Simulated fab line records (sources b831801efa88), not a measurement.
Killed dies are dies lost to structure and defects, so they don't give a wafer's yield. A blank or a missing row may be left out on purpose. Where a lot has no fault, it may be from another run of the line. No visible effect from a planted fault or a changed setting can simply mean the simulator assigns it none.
Matching of chambers :: flow sfq_line :: 4 sister chambers for SFQ_TRILAYER_I6_CMP_CMP_166 on cmp-02
The step polishes SiO2. 20 wafers are shown with their chamber, then 9 later ones without.

WAFERS, EACH WITH ITS CHAMBER
wafer: L427.1
chamber: 3
motor_current_A (A): 10.2
time_to_endpoint_s (s): 196
platen_rpm (rpm): 60.00

wafer: L427.2
chamber: 2
motor_current_A (A): 9.3
time_to_endpoint_s (s): 193
platen_rpm (rpm): 60.00

wafer: L427.6
chamber: 0
motor_current_A (A): 11.6
time_to_endpoint_s (s): 194
platen_rpm (rpm): 60.08

wafer: L429.3
chamber: 3
motor_current_A (A): 10.2
time_to_endpoint_s (s): 191
platen_rpm (rpm): 59.99

wafer: L429.1
chamber: 1
motor_current_A (A): 9.1
time_to_endpoint_s (s): 196
platen_rpm (rpm): 60.03

wafer: L429.4
chamber: 2
motor_current_A (A): 9.1
time_to_endpoint_s (s): 214
platen_rpm (rpm): 59.99

wafer: L430.4
chamber: 1
motor_current_A (A): 9.5
time_to_endpoint_s (s): 200
platen_rpm (rpm): 60.04

wafer: L430.2
chamber: 3
motor_current_A (A): 10.6
time_to_endpoint_s (s): 194
platen_rpm (rpm): 59.99

wafer: L430.5
chamber: 0
motor_current_A (A): 10.9
time_to_endpoint_s (s): 188
platen_rpm (rpm): 59.93

wafer: L431.1
chamber: 0
motor_current_A (A): 10.9
time_to_endpoint_s (s): 205
platen_rpm (rpm): 60.01

wafer: L431.2
chamber: 3
motor_current_A (A): 10.6
time_to_endpoint_s (s): 204
platen_rpm (rpm): 60.00

wafer: L431.3
chamber: 2
motor_current_A (A): 9.4
time_to_endpoint_s (s): 217
platen_rpm (rpm): 59.97

wafer: L437.3
chamber: 2
motor_current_A (A): 9.1
time_to_endpoint_s (s): 171
platen_rpm (rpm): 60.06

wafer: L437.4
chamber: 0
motor_current_A (A): 10.7
time_to_endpoint_s (s): 194
platen_rpm (rpm): 60.03

wafer: L438.4
chamber: 1
motor_current_A (A): 9.4
time_to_endpoint_s (s): 209
platen_rpm (rpm): 60.02

wafer: L438.5
chamber: 2
motor_current_A (A): 8.8
time_to_endpoint_s (s): 168
platen_rpm (rpm): 59.99

wafer: L439.1
chamber: 3
motor_current_A (A): 10.6
time_to_endpoint_s (s): 203
platen_rpm (rpm): 59.97

wafer: L439.5
chamber: 0
motor_current_A (A): 11.1
time_to_endpoint_s (s): 167
platen_rpm (rpm): 60.04

wafer: L440.1
chamber: 1
motor_current_A (A): 9.7
time_to_endpoint_s (s): 184
platen_rpm (rpm): 59.94

wafer: L440.5
chamber: 3
motor_current_A (A): 10.4
time_to_endpoint_s (s): 198
platen_rpm (rpm): 60.02

SIGNATURES (means of the wafers above)
reading: motor_current_A
chamber 0: 11.040
chamber 1: 9.425
chamber 2: 9.140
chamber 3: 10.433
scatter within a chamber: 0.258

reading: time_to_endpoint_s
chamber 0: 189.60
chamber 1: 197.25
chamber 2: 192.60
chamber 3: 197.67
scatter within a chamber: 14.5

reading: platen_rpm
chamber 0: 60.0180
chamber 1: 60.0075
chamber 2: 60.0020
chamber 3: 59.9950
scatter within a chamber: 0.0392
Rule: a wafer's distance from a chamber is the root of the sum, over the readings, of the square of ((its reading less the chamber's mean) divided by the reading's scatter). If the next closest chamber is less than 2 further off than the closest, the wafer can't be placed; otherwise it belongs to the closest. The scatter: take each reading less its chamber's mean, square it, sum over the shown wafers, divide by the number of wafers less the number of chambers, and take the root.

WAFERS MISSING THEIR CHAMBER
wafer: L446.3
motor_current_A (A): 9.9
time_to_endpoint_s (s): 188
platen_rpm (rpm): 60.00

wafer: L446.2
motor_current_A (A): 9.4
time_to_endpoint_s (s): 192
platen_rpm (rpm): 60.08

wafer: L446.5
motor_current_A (A): 10.3
time_to_endpoint_s (s): 201
platen_rpm (rpm): 60.00

wafer: L447.2
motor_current_A (A): 11.2
time_to_endpoint_s (s): 185
platen_rpm (rpm): 60.05

wafer: L447.4
motor_current_A (A): 9.4
time_to_endpoint_s (s): 210
platen_rpm (rpm): 60.01

wafer: L447.6
motor_current_A (A): 11.1
time_to_endpoint_s (s): 196
platen_rpm (rpm): 60.01

wafer: L448.2
motor_current_A (A): 9.7
time_to_endpoint_s (s): 200
platen_rpm (rpm): 60.02

wafer: L448.3
motor_current_A (A): 10.9
time_to_endpoint_s (s): 193
platen_rpm (rpm): 60.02

wafer: L448.1
motor_current_A (A): 9.5
time_to_endpoint_s (s): 205
platen_rpm (rpm): 60.04

THE CHAMBER EACH PASSED THROUGH
wafer: L446.3
from the rows above: can't be placed: 1 or 3 or 2
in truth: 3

wafer: L446.2
from the rows above: can't be placed: 1 or 2
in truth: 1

wafer: L446.5
from the rows above: 3
in truth: 3

wafer: L447.2
from the rows above: 0
in truth: 0

wafer: L447.4
from the rows above: can't be placed: 1 or 2
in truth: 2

wafer: L447.6
from the rows above: 0
in truth: 0

wafer: L448.2
from the rows above: can't be placed: 1 or 2 or 3
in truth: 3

wafer: L448.3
from the rows above: can't be placed: 0 or 3
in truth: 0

wafer: L448.1
from the rows above: can't be placed: 1 or 2
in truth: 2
Correct placement for 3 of the 9. These rows do not allow placing 6 (true chamber among the candidates in 6). Placed wrongly: 0.
